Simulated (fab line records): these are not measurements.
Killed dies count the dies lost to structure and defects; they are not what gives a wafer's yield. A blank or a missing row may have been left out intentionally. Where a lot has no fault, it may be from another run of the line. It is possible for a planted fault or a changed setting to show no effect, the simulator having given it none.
fab line records | flow sky130
[record] lots = 12 wafers = 36 lastDay = 50
route steps=708 shown VIA1@478 VIA3@588 VIA4@656 PASSIVATION@684 PAD_OPEN@708
lots that met no fault: from a run of the same line without faults
startH: hours from the record's first day to the start of the lot's first wafer shown | waitH: how many hours have passed since the lot's step before this one | " the same as in the row above | L1.1+2: one row covering several wafers at once | - no value, or no start was given | * or withheld: withheld | < > ~ a bound
route shown NAME@n: names a module that has steps shown in the file, with the first one's number in the route | usual: mean/standard deviation taken from wafers without a fault | same: alike in all rows | chamber/n: place in a boat | sites: each site's reading | _std_site: the standard deviation of these | _edge_site: inner sites' mean taken away from outer sites' mean | radiusMm: how far each site lies from the wafer's centre | mask NAME#n: copy n | behind: tool/chamber where the wafer was last shaped | hold: reason for holding the lot/hours on hold/outcome of the hold | device: whichever transistor did not switch (one of n, p or np) | end of line: the route-end tests of the same wafers | step lacking rows: just its recipe | killed: count of dies lost to structure and defects at first sort (not the wafer's yield) | map: per-die view of a wafer (x killed, . not killed, _ where there is no die)
set.NAME: the setting the step ran with; set.NAME@STEP: the setting that earlier step ran with | model.NAME: the simulator's own value behind a step, which no gauge read
a sample of lots followed through the steps of the route, with each step as a table and each wafer as a row
services: the hour from which a tool's chamber was out of use, counted from the record's first day as startH (under 0 if before that day), plus the number of hours and why
[[steps]]
[step SKY_VIA1_SPUTTER_20]
[recipe] material = TiN targetThkNm = 20 chamberPressurePa = 5 powerW = 4000 timeS = 80
[usual] throttleValvePct = 29.7/0.75
// columns lot.wafer tool chamber startH waitH throttleValvePct
L890.1 pvdSputter-01 - 794.49 0.0 29.8
L890.2 " - " " 29.2
L890.6 " - " " 29.6
L891.1 pvdSputter-04 - 803.59 0.0 28.7
L891.2 " - " " 29.5
L891.6 " - " " 28.6
L892.1 pvdSputter-01 - 812.62 0.0 29.3
L892.3 " - " " 29.0
L892.4 " - " " 29.8
L893.1 pvdSputter-03 - 819.82 0.0 30.2
L893.2 " - " " 29.3
L893.6 " - " " 30.1
L894.4 pvdSputter-03 - 830.71 0.0 29.3
L894.5 " - " " 30.6
L894.6 " - " " 30.7
L895.1 pvdSputter-01 - 843.91 0.0 29.5
L895.3 " - " " 29.5
L895.6 " - " " 31.0
L899.1 pvdSputter-03 - 879.94 0.0 30.7
L899.2 " - " " 29.3
L899.5 " - " " 30.8
L901.1 pvdSputter-03 - 885.10 0.0 29.4
L901.2 " - " " 30.7
L901.3 " - " " 30.4
L904.1 pvdSputter-04 - 910.87 0.0 29.7
L904.3 " - " " 29.3
L904.4 " - " " 29.5
L909.4 pvdSputter-01 - 940.65 0.0 29.2
L909.5 " - " " 29.6
L909.6 " - " " 30.9
L910.3 pvdSputter-04 - 945.01 0.0 29.3
L910.4 " - " " 28.6
L910.6 " - " " 29.4
L913.1 pvdSputter-01 - 963.35 0.0 29.7
L913.2 " - " " 29.0
L913.6 " - " " 31.1
[step SKY_VIA3_ETCH_15]
[recipe] target = SiO2 chemistry = C4F8/O2/Ar targetDepthNm = 507 stopOn = TiN maskMaterial = KrF-thick sourceW = 1500 biasW = 1200 pressureMtorr = 40 c4f8FlowSccm = withheld O2_flow_sccm = 6 Ar_flow_sccm = 300 timeS = 78
[usual] oesProductAu = 0.947/0.0049 rfFwdPowerW = 1492/4.7
// columns lot.wafer tool chamber startH waitH oesProductAu rfFwdPowerW rfHoursCounterH
L890.1 rieDiel-04 0 930.68 0.0 0.949 1495 4
L890.2 " 2 " " 0.945 1492 3
L890.6 " 2 " " 0.962 1488 -
L891.1 rieDiel-04 3 942.14 0.0 0.946 1488 15
L891.2 " 0 " " 0.940 1494 4
L891.6 " 2 " " 0.947 1488 -
L892.1 rieDiel-02 3 947.98 0.0 0.945 1491 2
L892.3 " 0 " " 0.937 1495 5
L892.4 " 2 " " 0.942 1497 14
L893.1 rieDiel-04 0 956.24 0.0 0.952 1490 5
L893.2 " 2 " " 0.952 1485 4
L893.6 " 2 " " 0.942 1480 -
L894.4 rieDiel-02 2 965.84 0.0 0.956 1500 14
L894.5 " 3 " " 0.944 1489 -
L894.6 " 0 " " 0.943 1495 -
L895.1 rieDiel-04 0 977.07 0.0 0.952 1491 5
L895.3 " 2 " " 0.939 1489 4
L895.6 " 0 " " 0.947 1491 -
L899.1 rieDiel-01 0 1008.37 0.0 0.941 1493 10
L899.2 " 1 " " 0.950 1490 13
L899.5 " 0 " " 0.955 1484 -
L901.1 rieDiel-02 2 1014.84 0.0 0.954 1494 16
L901.2 " 3 " " 0.939 1489 4
L901.3 " 1 " " 0.952 1485 19
L904.1 rieDiel-04 3 1037.74 0.0 0.944 1497 18
L904.3 " 2 " " 0.951 1484 6
L904.4 " 0 " " 0.947 1493 7
L909.4 rieDiel-01 1 1063.83 0.0 0.945 1488 16
L909.5 " 1 " " 0.951 1488 -
L909.6 " 2 " " 0.945 1486 -
L910.3 rieDiel-02 1 1069.63 0.0 0.937 1493 21
L910.4 " 0 " " 0.950 1489 9
L910.6 " 0 " " 0.956 1486 -
L913.1 rieDiel-02 2 1083.37 0.0 0.947 1491 18
L913.2 " 1 " " 0.946 1491 22
L913.6 " 1 " " 0.944 1487 -
[step SKY_VIA4_SPUTTER_17]
[recipe] material = TiN targetThkNm = 20 chamberPressurePa = 5 powerW = 4000 timeS = 80
[usual] throttleValvePct = 29.6/0.73
// columns lot.wafer tool chamber startH waitH throttleValvePct
L890.1 pvdSputter-01 - 1008.28 0.0 29.7
L890.2 " - " " 29.6
L890.6 " - " " 31.2
L891.1 pvdSputter-04 - 1019.47 0.0 29.4
L891.2 " - " " 29.4
L891.6 " - " " 29.3
L892.1 pvdSputter-03 - 1025.12 0.0 30.5
L892.3 " - " " 29.4
L892.4 " - " " 30.9
L893.1 pvdSputter-01 - 1030.83 0.0 29.7
L893.2 " - " " 29.3
L893.6 " - " " 29.2
L894.4 pvdSputter-03 - 1042.08 0.0 30.8
L894.5 " - " " 29.4
L894.6 " - " " 30.8
L895.1 pvdSputter-04 - 1051.09 0.0 28.6
L895.3 " - " " 29.3
L895.6 " - " " 29.3
L899.1 pvdSputter-01 - 1079.27 0.0 29.2
L899.2 " - " " 30.0
L899.5 " - " " 29.6
L901.1 pvdSputter-01 - 1084.47 0.0 29.3
L901.2 " - " " 30.9
L901.3 " - " " 29.6
L904.1 pvdSputter-04 - 1105.83 0.0 28.4
L904.3 " - " " 28.8
L904.4 " - " " 28.3
L909.4 pvdSputter-03 - 1132.00 0.0 29.2
L909.5 " - " " 30.7
L909.6 " - " " 30.2
L910.3 pvdSputter-01 - 1136.39 0.0 31.2
L910.4 " - " " 29.7
L910.6 " - " " 29.6
L913.1 pvdSputter-01 - 1147.40 0.0 29.7
L913.2 " - " " 30.9
L913.6 " - " " 30.1
[step SKY_PASSIVATION_THK_MEAS_03]
[recipe] reads = Si3N4_of_PASSIVATION_CVD_02
[usual] PASSIVATION_CVD_02_THK = 539/8.5
// columns lot.wafer tool chamber startH waitH PASSIVATION_CVD_02_THK[nm]
L890.1 filmMetro-04 - 1033.47 - 547
L890.2 " - " " 544
L890.6 " - " " 549
L891.1 filmMetro-03 - 1044.13 - 530
L891.2 " - " " 528
L891.6 " - " " 537
L892.1 filmMetro-03 - 1050.00 - 539
L892.3 " - " " 541
L892.4 " - " " 548
L893.1 filmMetro-04 - 1055.13 - 543
L893.2 " - " " 543
L893.6 " - " " 560
L894.4 filmMetro-04 - 1066.86 - 547
L894.5 " - " " 534
L894.6 " - " " 552
L895.1 filmMetro-03 - 1074.88 - 536
L895.3 " - " " 539
L895.6 " - " " 551
L899.1 filmMetro-03 - 1101.07 - 545
L899.2 " - " " 532
L899.5 " - " " 559
L901.1 filmMetro-04 - 1106.60 - 551
L901.2 " - " " 542
L901.3 " - " " 539
L904.1 filmMetro-04 - 1128.15 - 529
L904.3 " - " " 539
L904.4 " - " " 544
L909.4 filmMetro-01 - 1153.44 - 542
L909.5 " - " " 536
L909.6 " - " " 542
L910.3 filmMetro-04 - 1158.14 - 528
L910.4 " - " " 541
L910.6 " - " " 539
L913.1 filmMetro-04 - 1167.59 - 528
L913.2 " - " " 536
L913.6 " - " " 545
[step SKY_PAD_OPEN_PROBE_99]
[usual] defectLimitedYield = 82.3/2.1 killed_at_M0_to_M3 = 44/7.3 killed_at_M4_up = 3.3/1.8 killedAtContacts = 24/5.3 killedAtFrontEnd = 16/5 killedAtOther = 0.2/0.51 killedDies = 87/10 killedOpen = 47/7.5 killedShort = 40/6.3 sort_bin_3_pad_short = 0.9/0.41 sort_bin_5_function = 10.5/1.6 sort_bin_6_memory = 6.3/1.2 sortNPass = 405/10 sortYieldPct = 82.3/2.1
[same] grossDies = 492 killedAtBackSide = 0 sort_bin_4_leakage[%] = 0 sort_bin_8_speed[%] = 0
// columns lot.wafer tool chamber startH waitH defectLimitedYield[%] killed_at_M0_to_M3 killed_at_M4_up killedAtContacts killedAtFrontEnd killedAtOther killedDies killedOpen killedShort sort_bin_3_pad_short[%] sort_bin_5_function[%] sort_bin_6_memory[%] sortNPass sortYieldPct[%]
L899.1 prober-01 - 1142.81 0.1 71.5 97 5 20 18 0 140 38 43 4.3 16.5 7.7 352 71.5
L899.2 prober-01 - 1142.86 0.1 73.0 90 4 23 16 0 133 49 42 3.3 17.7 6.1 359 73.0
L899.5 prober-01 - 1143.01 0.2 72.8 102 2 19 11 0 134 30 33 3.5 18.1 5.7 358 72.8
L901.1 prober-01 - 1147.46 0.1 76.2 83 1 17 16 0 117 39 40 3.9 12.8 7.1 375 76.2
L901.2 prober-01 - 1147.51 0.1 74.2 97 5 18 7 0 127 32 37 4.1 15.2 6.5 365 74.2
L901.3 prober-01 - 1147.56 0.2 74.0 86 1 27 14 0 128 41 42 4.3 13.0 8.7 364 74.0
// killed by level:class
L899.1 VIA1:unspecified=59 METAL2:geometricParticle:short=10 FIELD_ISO:geometricParticle:open=6 METAL1:geometricParticle:short=6 CONTACT:geometricParticle:short=6 CONTACT:geometricParticle:open=6 VIA1:geometricParticle:short=6 SPACER:geometricParticle:open=5
L899.2 VIA1:unspecified=42 CONTACT:geometricParticle:open=10 VIA2:geometricParticle:open=9 VIA1:geometricParticle:open=8 METAL1:geometricParticle:short=7 FIELD_ISO:geometricParticle:open=6 FIELD_ISO:geometricParticle:short=6 VIA1:geometricParticle:short=6
L899.5 VIA1:unspecified=71 CONTACT:geometricParticle:open=9 VIA1:geometricParticle:open=7 METAL2:geometricParticle:short=5 CONTACT:geometricParticle:short=4 POLY_GATE:geometricParticle:short=3 SPACER:geometricParticle:short=3 LI_CONTACT:geometricParticle:short=3
L901.1 VIA1:unspecified=38 VIA1:geometricParticle:open=9 METAL2:geometricParticle:short=9 VIA2:geometricParticle:open=8 LI_CONTACT:geometricParticle:open=6 METAL1:geometricParticle:short=5 CONTACT:geometricParticle:open=4 FIELD_ISO:geometricParticle:open=3
L901.2 VIA1:unspecified=58 METAL1:geometricParticle:short=11 CONTACT:geometricParticle:open=6 VIA1:geometricParticle:open=6 VIA3:geometricParticle:open=6 METAL4:geometricParticle:short=4 LI_CONTACT:geometricParticle:open=4 LOCAL_INTERCONNECT:geometricParticle:short=4
L901.3 VIA1:unspecified=45 CONTACT:geometricParticle:open=9 FIELD_ISO:geometricParticle:short=7 VIA3:geometricParticle:open=7 CONTACT:geometricParticle:short=6 LI_CONTACT:geometricParticle:open=6 VIA2:geometricParticle:open=6 METAL2:geometricParticle:short=6
[[services]]
// columns tool chamber startH hours kind
rieDiel-01 1 799.10 2.4 repair
rieDiel-04 0 828.41 6.8 repair
rieDiel-04 - 842.36 15.6 pm
rieDiel-01 0 873.29 3.9 repair
rieDiel-04 2 877.99 6.4 repair
pvdSputter-03 - 907.85 36.5 repair
rieDiel-01 - 912.95 0.8 repair
pvdSputter-01 1 933.69 - consumableReplace:kit
pvdSputter-01 1 933.69 18.0 scheduledDown
pvdSputter-01 1 933.69 18.0 ventCycle
rieDiel-01 2 952.14 4.3 repair
rieDiel-02 - 962.46 2.8 pm
rieDiel-04 1 973.20 5.4 repair
rieDiel-02 2 992.94 3.8 repair
pvdSputter-01 - 996.94 1.3 repair
rieDiel-01 3 1049.39 11.8 repair
rieDiel-04 2 1073.35 2.0 repair
rieDiel-04 0 1082.30 11.0 repair
rieDiel-01 3 1109.47 19.0 repair
pvdSputter-01 0 1112.03 - consumableReplace:kit
rieDiel-01 - 1133.69 0.3 repair
rieDiel-01 2 1145.09 2.4 repair
rieDiel-02 2 1145.82 10.2 repair
rieDiel-01 0 1146.47 3.7 repair
[[key]]
[firstSign] step = SKY_PAD_OPEN_PROBE_99 reading = sort_bin_3_pad_short direction = up sigmas = 7.2 usual = 0.9 struck = 3.9
[effect] step = SKY_PAD_OPEN_PROBE_99 reading = killed_at_M0_to_M3 direction = up sigmas = 6.6 usual = 44 struck = 92
metAt SKY_VIA1_SPUTTER_20
struckLots L899,L901
notActingAt SKY_VIA3_ETCH_15,SKY_VIA4_SPUTTER_17,SKY_PASSIVATION_THK_MEAS_03
onsetBetween 830.71 879.94
[fault] kind = chamberParticleSource tool = pvdSputter-03 chamber = - onsetH = 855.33 steps = SKY_VIA1_SPUTTER_20 ratePerVisitCm2 = 1.5232 endH = 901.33
